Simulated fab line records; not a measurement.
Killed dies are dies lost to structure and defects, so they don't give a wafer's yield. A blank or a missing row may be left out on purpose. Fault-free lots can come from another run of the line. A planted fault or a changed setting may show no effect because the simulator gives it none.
Check for tools in common / flow gf180mcu / 12 lots, 36 wafers sampled

== REASON IT WAS OPENED ==
3 of 12 lots carry a flag on the reading V4_CVD_00_THK at GF_V4_THK_MEAS_01. No-fault wafers: 601 nm, standard deviation 5.4.
Rule: a lot is flagged in two cases, either no wafer of it has a number, or all its wafers with numbers fall more than 4 standard deviations from that mean. All remaining lots are regarded as sound.

lot=L219; measured=day 23 11:50; on=film metro-04; V4_CVD_00_THK (nm), wafer by wafer=602 599 599; flag=
lot=L220; measured=day 23 18:52; on=film metro-02; V4_CVD_00_THK (nm), wafer by wafer=602 595 602; flag=
lot=L227; measured=day 26 05:52; on=film metro-01; V4_CVD_00_THK (nm), wafer by wafer=309 302 296; flag=FLAGGED
lot=L228; measured=day 26 12:49; on=film metro-02; V4_CVD_00_THK (nm), wafer by wafer=301 304 301; flag=FLAGGED
lot=L229; measured=day 26 21:43; on=film metro-02; V4_CVD_00_THK (nm), wafer by wafer=300 311 308; flag=FLAGGED
lot=L233; measured=day 28 03:01; on=film metro-02; V4_CVD_00_THK (nm), wafer by wafer=599 600 607; flag=
lot=L236; measured=day 28 20:20; on=film metro-02; V4_CVD_00_THK (nm), wafer by wafer=591 594 597; flag=
lot=L237; measured=day 29 07:08; on=film metro-04; V4_CVD_00_THK (nm), wafer by wafer=595 591 592; flag=
lot=L238; measured=day 29 11:41; on=film metro-04; V4_CVD_00_THK (nm), wafer by wafer=600 599 602; flag=
lot=L239; measured=day 29 15:03; on=film metro-01; V4_CVD_00_THK (nm), wafer by wafer=606 601 601; flag=
lot=L241; measured=day 30 06:59; on=film metro-02; V4_CVD_00_THK (nm), wafer by wafer=609 607 600; flag=
lot=L242; measured=day 30 18:18; on=film metro-04; V4_CVD_00_THK (nm), wafer by wafer=605 601 590; flag=
Average over the flagged lots: 304 nm; offset from the usual -297 nm, equal to -55 standard deviations.

== TOOL THAT RAN EACH LOT ==
Before the reading, the record contains 4 process steps out of a 602-step route. Cell contents, in order: the tool; ch with the chambers the sampled wafers went through; the start.
lot=L219; flag=; GF_V3_SPUTTER_21=pvd sputter-03, day 22 10:49; GF_V3_SPUTTER_22=pvd sputter-03, day 22 10:53; GF_M4_SPUTTER_02=pvd sputter-01, day 22 11:38; GF_V4_CVD_00=hdpcvd-01 ch 1,2, day 23 11:45
lot=L220; flag=; GF_V3_SPUTTER_21=pvd sputter-02, day 22 18:18; GF_V3_SPUTTER_22=pvd sputter-02, day 22 18:22; GF_M4_SPUTTER_02=pvd sputter-04, day 22 19:07; GF_V4_CVD_00=hdpcvd-01 ch 1,2, day 23 18:47
lot=L227; flag=FLAGGED; GF_V3_SPUTTER_21=pvd sputter-03, day 25 07:17; GF_V3_SPUTTER_22=pvd sputter-03, day 25 07:20; GF_M4_SPUTTER_02=pvd sputter-01, day 25 08:06; GF_V4_CVD_00=hdpcvd-01 ch 0,1,2, day 26 05:47
lot=L228; flag=FLAGGED; GF_V3_SPUTTER_21=pvd sputter-03, day 25 13:55; GF_V3_SPUTTER_22=pvd sputter-03, day 25 13:58; GF_M4_SPUTTER_02=pvd sputter-02, day 25 14:44; GF_V4_CVD_00=hdpcvd-01 ch 0,1,2, day 26 12:44
lot=L229; flag=FLAGGED; GF_V3_SPUTTER_21=pvd sputter-01, day 25 22:55; GF_V3_SPUTTER_22=pvd sputter-01, day 25 22:58; GF_M4_SPUTTER_02=pvd sputter-04, day 25 23:44; GF_V4_CVD_00=hdpcvd-01 ch 1,2, day 26 21:39
lot=L233; flag=; GF_V3_SPUTTER_21=pvd sputter-01, day 27 05:30; GF_V3_SPUTTER_22=pvd sputter-01, day 27 05:34; GF_M4_SPUTTER_02=pvd sputter-01, day 27 06:20; GF_V4_CVD_00=hdpcvd-02 ch 0,1, day 28 02:55
lot=L236; flag=; GF_V3_SPUTTER_21=pvd sputter-01, day 27 23:09; GF_V3_SPUTTER_22=pvd sputter-01, day 27 23:13; GF_M4_SPUTTER_02=pvd sputter-04, day 27 23:58; GF_V4_CVD_00=hdpcvd-02 ch 1,2, day 28 20:16
lot=L237; flag=; GF_V3_SPUTTER_21=pvd sputter-01, day 28 10:17; GF_V3_SPUTTER_22=pvd sputter-01, day 28 10:21; GF_M4_SPUTTER_02=pvd sputter-02, day 28 11:07; GF_V4_CVD_00=hdpcvd-02 ch 0,1, day 29 07:02
lot=L238; flag=; GF_V3_SPUTTER_21=pvd sputter-02, day 28 14:44; GF_V3_SPUTTER_22=pvd sputter-02, day 28 14:48; GF_M4_SPUTTER_02=pvd sputter-04, day 28 15:34; GF_V4_CVD_00=hdpcvd-02 ch 0,1,2, day 29 11:36
lot=L239; flag=; GF_V3_SPUTTER_21=pvd sputter-02, day 28 18:53; GF_V3_SPUTTER_22=pvd sputter-02, day 28 18:57; GF_M4_SPUTTER_02=pvd sputter-01, day 28 19:43; GF_V4_CVD_00=hdpcvd-01 ch 0,1, day 29 14:59
lot=L241; flag=; GF_V3_SPUTTER_21=pvd sputter-03, day 29 10:28; GF_V3_SPUTTER_22=pvd sputter-03, day 29 10:31; GF_M4_SPUTTER_02=pvd sputter-02, day 29 11:24; GF_V4_CVD_00=hdpcvd-01 ch 0,1,2, day 30 06:54
lot=L242; flag=; GF_V3_SPUTTER_21=pvd sputter-03, day 29 22:36; GF_V3_SPUTTER_22=pvd sputter-03, day 29 22:40; GF_M4_SPUTTER_02=pvd sputter-02, day 29 23:31; GF_V4_CVD_00=hdpcvd-01 ch 0, day 30 18:11
What the steps here do:
- GF_V3_SPUTTER_21: material Ti, target thk 15 nm, time 80.02 s.
- GF_V3_SPUTTER_22: material TiN, target thk 10 nm, time 40 s.
- GF_M4_SPUTTER_02: material AlCu, target thk 450 nm, time 23.9 s.
- GF_V4_CVD_00: deposits SiO2, target thk 600 nm, time 100 s.
- GF_V4_THK_MEAS_01

== FLAGGED AGAINST TOTAL, ONE TOOL AT A TIME (gauges that did the reading follow at the end) ==
step=GF_V3_SPUTTER_21; tool=pvd sputter-01; lots run=4; flagged=1; share of the flagged lots=some; sound lots run after its first flagged lot=3 (L233,L236,L237)
step=GF_V3_SPUTTER_21; tool=pvd sputter-02; lots run=3; flagged=0; share of the flagged lots=none; sound lots run after its first flagged lot=-
step=GF_V3_SPUTTER_21; tool=pvd sputter-03; lots run=5; flagged=2; share of the flagged lots=some; sound lots run after its first flagged lot=2 (L241,L242)
step=GF_V3_SPUTTER_22; tool=pvd sputter-01; lots run=4; flagged=1; share of the flagged lots=some; sound lots run after its first flagged lot=3 (L233,L236,L237)
step=GF_V3_SPUTTER_22; tool=pvd sputter-02; lots run=3; flagged=0; share of the flagged lots=none; sound lots run after its first flagged lot=-
step=GF_V3_SPUTTER_22; tool=pvd sputter-03; lots run=5; flagged=2; share of the flagged lots=some; sound lots run after its first flagged lot=2 (L241,L242)
step=GF_M4_SPUTTER_02; tool=pvd sputter-01; lots run=4; flagged=1; share of the flagged lots=some; sound lots run after its first flagged lot=2 (L233,L239)
step=GF_M4_SPUTTER_02; tool=pvd sputter-02; lots run=4; flagged=1; share of the flagged lots=some; sound lots run after its first flagged lot=3 (L237,L241,L242)
step=GF_M4_SPUTTER_02; tool=pvd sputter-04; lots run=4; flagged=1; share of the flagged lots=some; sound lots run after its first flagged lot=2 (L236,L238)
step=GF_V4_CVD_00; tool=hdpcvd-01; lots run=8; flagged=3; share of the flagged lots=all; sound lots run after its first flagged lot=3 (L239,L241,L242)
step=GF_V4_CVD_00; tool=hdpcvd-02; lots run=4; flagged=0; share of the flagged lots=none; sound lots run after its first flagged lot=-
step=GF_V4_THK_MEAS_01; tool=film metro-01; lots run=2; flagged=1; share of the flagged lots=some; sound lots run after its first flagged lot=1 (L239)
step=GF_V4_THK_MEAS_01; tool=film metro-02; lots run=6; flagged=2; share of the flagged lots=some; sound lots run after its first flagged lot=3 (L233,L236,L241)
step=GF_V4_THK_MEAS_01; tool=film metro-04; lots run=4; flagged=0; share of the flagged lots=none; sound lots run after its first flagged lot=-

== WHAT THE TABLE ALLOWS ==
All flagged lots share 1 row of the table, namely hdpcvd-01 at GF_V4_CVD_00.
- hdpcvd-01 at GF_V4_CVD_00 ran 8 lots, 3 of them flagged. Sound lots ran on it after the first flagged one (L239, L241, L242), which a lasting fault on the whole tool wouldn't allow. Its own readings (sih4 flow sccm) fall more than 4 standard deviations out on all wafers of the flagged lots.
There is no row in the table that ran each flagged lot and no sound lot after the first.

== WHAT THE SIMULATOR HAD INSERTED ==
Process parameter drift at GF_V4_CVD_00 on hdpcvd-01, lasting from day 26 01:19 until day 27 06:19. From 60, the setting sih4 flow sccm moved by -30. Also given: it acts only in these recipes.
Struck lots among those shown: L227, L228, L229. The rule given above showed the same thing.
